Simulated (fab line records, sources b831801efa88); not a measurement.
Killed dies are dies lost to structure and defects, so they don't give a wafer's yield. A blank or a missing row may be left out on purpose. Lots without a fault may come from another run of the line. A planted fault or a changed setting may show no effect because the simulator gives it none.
Which tool did it? | flow sky130 | 10 lots, 30 wafers sampled, at 5 steps of a route of 708

WHAT THE GAUGES READ, wafer by wafer
The record holds no reading of a measuring or inspecting step that can be judged against a usual standard deviation.

WHICH TOOL RAN EACH LOT (tool, then ch and the chambers of the sampled wafers, then the start)
lot  | SKY_VIA2_CMP_24               | SKY_METAL4_METAL_ETCH_18          | SKY_METAL4_STRIP_19                  | SKY_VIA4_CMP_21               | SKY_PAD_OPEN_PROBE_99
L965 | cmp-01 ch 0,1,2, day 36 09:22 | rie_metal-04 ch 0,1, day 41 19:47 | plasma_asher-02 ch 0,1, day 41 19:58 | cmp-01 ch 0,2,3, day 42 22:22 | prober-02, day 45 22:02
L966 | cmp-01 ch 0,2,3, day 36 20:45 | rie_metal-01 ch 0,1, day 42 05:56 | plasma_asher-02 ch 0,1, day 42 06:07 | cmp-01 ch 0,1,3, day 43 06:59 | prober-01, day 46 04:48
L970 | cmp-01 ch 2,3, day 37 23:55   | rie_metal-02 ch 0, day 43 07:02   | plasma_asher-01 ch 0,1, day 43 07:23 | cmp-01 ch 2,3, day 44 07:05   | prober-01, day 47 02:47
L972 | cmp-01 ch 0,1, day 38 14:04   | rie_metal-01 ch 0,1, day 43 21:06 | plasma_asher-04 ch 0,1, day 43 21:17 | cmp-01 ch 0,1,2, day 44 21:35 | prober-01, day 47 16:18
L973 | cmp-02 ch 0,2,3, day 39 05:04 | rie_metal-04 ch 0,1, day 44 10:56 | plasma_asher-01 ch 0,1, day 44 11:07 | cmp-01 ch 1,2, day 45 10:56   | prober-02, day 48 03:04
L974 | cmp-01 ch 0,1,3, day 39 13:43 | rie_metal-01 ch 0,1, day 44 16:51 | plasma_asher-02 ch 0,1, day 44 17:02 | cmp-01 ch 1,3, day 45 17:05   | prober-01, day 48 07:49
L978 | cmp-01 ch 0,3, day 40 16:34   | rie_metal-04 ch 0,1, day 45 16:41 | plasma_asher-02 ch 0,1, day 45 16:52 | cmp-02 ch 0,1, day 46 16:20   | prober-01, day 49 04:45
L980 | cmp-01 ch 0,1,2, day 41 01:51 | rie_metal-01 ch 0,1, day 46 01:02 | plasma_asher-01 ch 0,1, day 46 01:13 | cmp-01 ch 0,1,2, day 47 00:14 | prober-01, day 49 13:24
L985 | cmp-01 ch 0,2,3, day 42 05:43 | rie_metal-04 ch 0,1, day 47 00:54 | plasma_asher-01 ch 0,1, day 47 01:05 | cmp-02 ch 0,1,2, day 47 22:23 | prober-02, day 50 08:33
L986 | cmp-01 ch 2,3, day 42 18:46   | rie_metal-04 ch 1, day 47 13:20   | plasma_asher-02 ch 0,1, day 47 13:31 | cmp-01 ch 2,3, day 48 11:02   | prober-01, day 50 17:46
- SKY_VIA2_CMP_24: polishes, stops on SiO2, t overpolish 20 s, target thk 0 nm.
- SKY_METAL4_METAL_ETCH_18: etches the open film in Cl2/BCl3, stops on SiO2, target depth 845 nm, time 183.1 s.
- SKY_METAL4_STRIP_19: strips in O2/N2.
- SKY_VIA4_CMP_21: polishes, stops on SiO2, t overpolish 25 s, target thk 0 nm.
- SKY_PAD_OPEN_PROBE_99

WHAT THE TOOLS THEMSELVES READ (means of the sampled wafers that have a number; where no wafer has one, the mark that the record gives instead)
SKY_VIA2_CMP_24. Usual: motor_current_A 11.7 A, standard deviation 1.2; overpolish_run_s 19.999 s, standard deviation 0.0094; retaining_ring_pressure_frac 1.000, standard deviation 0.0046; slurry_filter_dp_kPa 13.47 kPa, standard deviation 0.12; time_to_endpoint_s 100 s, standard deviation 3.7.
lot  | tool   | motor_current_A (A) | overpolish_run_s (s) | retaining_ring_pressure_frac | slurry_filter_dp_kPa (kPa) | time_to_endpoint_s (s) | flag
L965 | cmp-01 | 11.7                | 19.997               | 1.004                        | 13.51                      | 102                    |
L966 | cmp-01 | 12.2                | 20.002               | 1.002                        | 13.40                      | 98                     |
L970 | cmp-01 | 13.0                | 19.997               | 0.998                        | 13.27                      | 99                     |
L972 | cmp-01 | 10.5                | 19.994               | 0.995                        | 13.45                      | 101                    |
L973 | cmp-02 | 11.0                | 19.999               | 1.001                        | 13.51                      | 103                    |
L974 | cmp-01 | 11.4                | 20.008               | 0.997                        | 13.58                      | 101                    |
L978 | cmp-01 | 11.1                | 20.001               | 0.998                        | 13.52                      | 101                    |
L980 | cmp-01 | 11.9                | 19.995               | 1.000                        | 13.52                      | 95                     |
L985 | cmp-01 | 12.2                | 20.001               | 0.999                        | 13.55                      | 101                    |
L986 | cmp-01 | 12.7                | 19.999               | 1.004                        | 13.58                      | 106                    |

SKY_METAL4_METAL_ETCH_18. Usual: bias_w 48.50 W, standard deviation 0.15; drypump_motor_current_A 5.6 A, standard deviation 0.49; mfc_cl2_sccm 60.00 sccm, standard deviation 0.19; oes_product_au 0.866 a.u., standard deviation 0.0069; throttle_valve_pct 22.263 %, standard deviation 0.0086.
lot  | tool         | bias_w (W) | drypump_motor_current_A (A) | mfc_cl2_sccm (sccm) | oes_product_au (a.u.) | throttle_valve_pct (%) | flag
L965 | rie_metal-04 | 48.54      | 5.7                         | 59.99               | 0.855                 | 22.268                 |
L966 | rie_metal-01 | 48.51      | 5.1                         | 60.03               | 0.866                 | 22.256                 |
L970 | rie_metal-02 | 48.55      | 6.1                         | 59.85               | 0.871                 | 22.266                 |
L972 | rie_metal-01 | 48.63      | 5.5                         | 59.76               | 0.863                 | 22.270                 |
L973 | rie_metal-04 | 48.62      | 5.9                         | 60.15               | 0.871                 | 22.263                 |
L974 | rie_metal-01 | 48.41      | 5.2                         | 60.05               | 0.869                 | 22.262                 |
L978 | rie_metal-04 | 48.33      | 5.7                         | 60.04               | 0.871                 | 22.253                 |
L980 | rie_metal-01 | 48.37      | 5.1                         | 60.01               | 0.863                 | 22.261                 |
L985 | rie_metal-04 | 48.52      | 5.9                         | 59.99               | 0.866                 | 22.264                 |
L986 | rie_metal-04 | 48.51      | 5.4                         | 59.87               | 0.863                 | 22.255                 |

SKY_METAL4_STRIP_19. Usual: drypump_motor_current_A 5.8 A, standard deviation 0.56; oes_product_au 0.503 a.u., standard deviation 0.0055; strip_time_to_endpoint_s 6.55 s, standard deviation 0.079.
lot  | tool            | drypump_motor_current_A (A) | oes_product_au (a.u.) | strip_time_to_endpoint_s (s) | flag
L965 | plasma_asher-02 | 6.4                         | 0.498                 | 6.52                         |
L966 | plasma_asher-02 | 6.4                         | 0.501                 | 6.62                         |
L970 | plasma_asher-01 | 5.8                         | 0.500                 | 6.48                         |
L972 | plasma_asher-04 | 4.9                         | 0.505                 | 6.53                         |
L973 | plasma_asher-01 | 5.7                         | 0.506                 | 6.56                         |
L974 | plasma_asher-02 | 6.3                         | 0.506                 | 6.64                         |
L978 | plasma_asher-02 | 6.4                         | 0.501                 | 6.53                         |
L980 | plasma_asher-01 | 5.7                         | 0.503                 | 6.63                         |
L985 | plasma_asher-01 | 5.7                         | 0.501                 | 6.51                         |
L986 | plasma_asher-02 | 6.4                         | 0.501                 | 6.53                         |

SKY_VIA4_CMP_21. Usual: motor_current_A 11.8 A, standard deviation 1.2; overpolish_run_s 25.000 s, standard deviation 0.01; retaining_ring_pressure_frac 1.000, standard deviation 0.005; slurry_filter_dp_kPa 13.49 kPa, standard deviation 0.15; time_to_endpoint_s 123 s, standard deviation 3.9.
lot  | tool   | motor_current_A (A) | overpolish_run_s (s) | retaining_ring_pressure_frac | slurry_filter_dp_kPa (kPa) | time_to_endpoint_s (s) | flag
L965 | cmp-01 | 12.0                | 24.997               | 1.004                        | 13.46                      | 127                    |
L966 | cmp-01 | 11.3                | 25.006               | 0.999                        | 13.57                      | 125                    |
L970 | cmp-01 | 12.5                | 25.009               | 0.999                        | 13.50                      | 119                    |
L972 | cmp-01 | 12.2                | 25.005               | 1.002                        | 13.49                      | 120                    |
L973 | cmp-01 | 12.7                | 25.004               | 0.994                        | 13.43                      | 124                    |
L974 | cmp-01 | 11.9                | 25.006               | 1.000                        | 13.49                      | 121                    |
L978 | cmp-02 | 10.7                | 24.980               | 0.996                        | 13.33                      | 120                    |
L980 | cmp-01 | 11.6                | 24.990               | 0.990                        | 13.51                      | 124                    |
L985 | cmp-02 | 11.4                | 24.999               | 0.996                        | 13.59                      | 123                    |
L986 | cmp-01 | 13.0                | 24.999               | 0.997                        | 13.43                      | 124                    |

SKY_PAD_OPEN_PROBE_99. Usual: defect_limited_yield 82.9 %, standard deviation 2; killed_at_M0_to_M3 42, standard deviation 7.6; killed_at_M4_up 2.9, standard deviation 1.7; killed_at_contacts 24, standard deviation 5.1; killed_at_front_end 15, standard deviation 4; killed_at_other 0.2, standard deviation 0.38; killed_dies 84, standard deviation 9.9; killed_on_rim 16, standard deviation 4; killed_open 46, standard deviation 7.2; killed_short 38, standard deviation 6.6; sort_bin_3_pad_short 0.9 %, standard deviation 0.38; sort_bin_5_function 10.2 %, standard deviation 1.5; sort_bin_6_memory 6.0 %, standard deviation 1; sort_n_pass 408, standard deviation 9.9; sort_yield_pct 82.9 %, standard deviation 2.
lot  | tool      | defect_limited_yield (%) | killed_at_M0_to_M3 | killed_at_M4_up | killed_at_contacts | killed_at_front_end | killed_at_other | killed_dies | killed_on_rim | killed_open | killed_short | sort_bin_3_pad_short (%) | sort_bin_5_function (%) | sort_bin_6_memory (%) | sort_n_pass | sort_yield_pct (%) | flag
L965 | prober-02 | 81.2                     | 51                 | 2.7             | 23                 | 16                  | 0.0             | 92          | 17            | 49          | 43           | 1.1                      | 10.9                    | 6.7                   | 400         | 81.2               |
L966 | prober-01 | 83.2                     | 40                 | 2.7             | 23                 | 16                  | 0.0             | 82          | 19            | 42          | 40           | 0.8                      | 10.8                    | 5.2                   | 410         | 83.2               |
L970 | prober-01 | 83.3                     | 44                 | 3.3             | 20                 | 15                  | 0.0             | 82          | 15            | 42          | 40           | 0.9                      | 9.8                     | 5.9                   | 410         | 83.3               |
L972 | prober-01 | 81.8                     | 45                 | 2.3             | 26                 | 15                  | 0.7             | 90          | 17            | 52          | 38           | 1.5                      | 10.8                    | 6.0                   | 402         | 81.8               |
L973 | prober-02 | 86.3                     | 32                 | 3.0             | 17                 | 15                  | 0.3             | 67          | 16            | 31          | 36           | 0.6                      | 7.8                     | 5.2                   | 425         | 86.3               |
L974 | prober-01 | 83.3                     | 47                 | 1.3             | 23                 | 11                  | 0.0             | 82          | 13            | 44          | 38           | 1.0                      | 9.5                     | 6.2                   | 410         | 83.3               |
L978 | prober-01 | 83.3                     | 37                 | 2.7             | 27                 | 15                  | 0.3             | 82          | 19            | 44          | 38           | 0.7                      | 11.3                    | 4.7                   | 410         | 83.3               |
L980 | prober-01 | 57.2                     | 177                | 3.0             | 16                 | 14                  | 0.0             | 211         | 40            | 37          | 32           | 3.2                      | 25.3                    | 14.3                  | 281         | 57.2               | OFF
L985 | prober-02 | 54.0                     | 186                | 2.3             | 27                 | 11                  | 0.7             | 226         | 44            | 44          | 32           | 2.3                      | 29.8                    | 13.8                  | 266         | 54.0               | OFF
L986 | prober-01 | 56.6                     | 183                | 1.7             | 17                 | 10                  | 0.7             | 213         | 43            | 32          | 32           | 2.6                      | 27.7                    | 13.0                  | 279         | 56.6               | OFF

THE ANSWER, worked out from the rows above alone
Rule: a lot is off if the mean of its wafers that have a number lies more than 3 standard deviations from the usual mean. A lot without any number at a reading at which 4 lots or more have one is off too. The other lots that the step has rows for count as sound. The gauges are gone through in route order, then the tools' own readings, and for those a lot's mean is taken as printed above. The first step at which some lot is off is used, and at that step the reading that is off furthest; a lot without a number counts as furthest.
Off: L980, L985, L986, at SKY_PAD_OPEN_PROBE_99 (killed_at_M0_to_M3).
A tool fits if, at that step or a process step before it, it ran every lot that is off, and no sound lot after the first of them. One fits: cmp-01 at SKY_VIA2_CMP_24. Its last sound lot is L978 (day 40 16:34), its first lot that is off L980 (day 41 01:51): a fault that began between those two fits.

WHAT THE SIMULATOR HAD PUT IN
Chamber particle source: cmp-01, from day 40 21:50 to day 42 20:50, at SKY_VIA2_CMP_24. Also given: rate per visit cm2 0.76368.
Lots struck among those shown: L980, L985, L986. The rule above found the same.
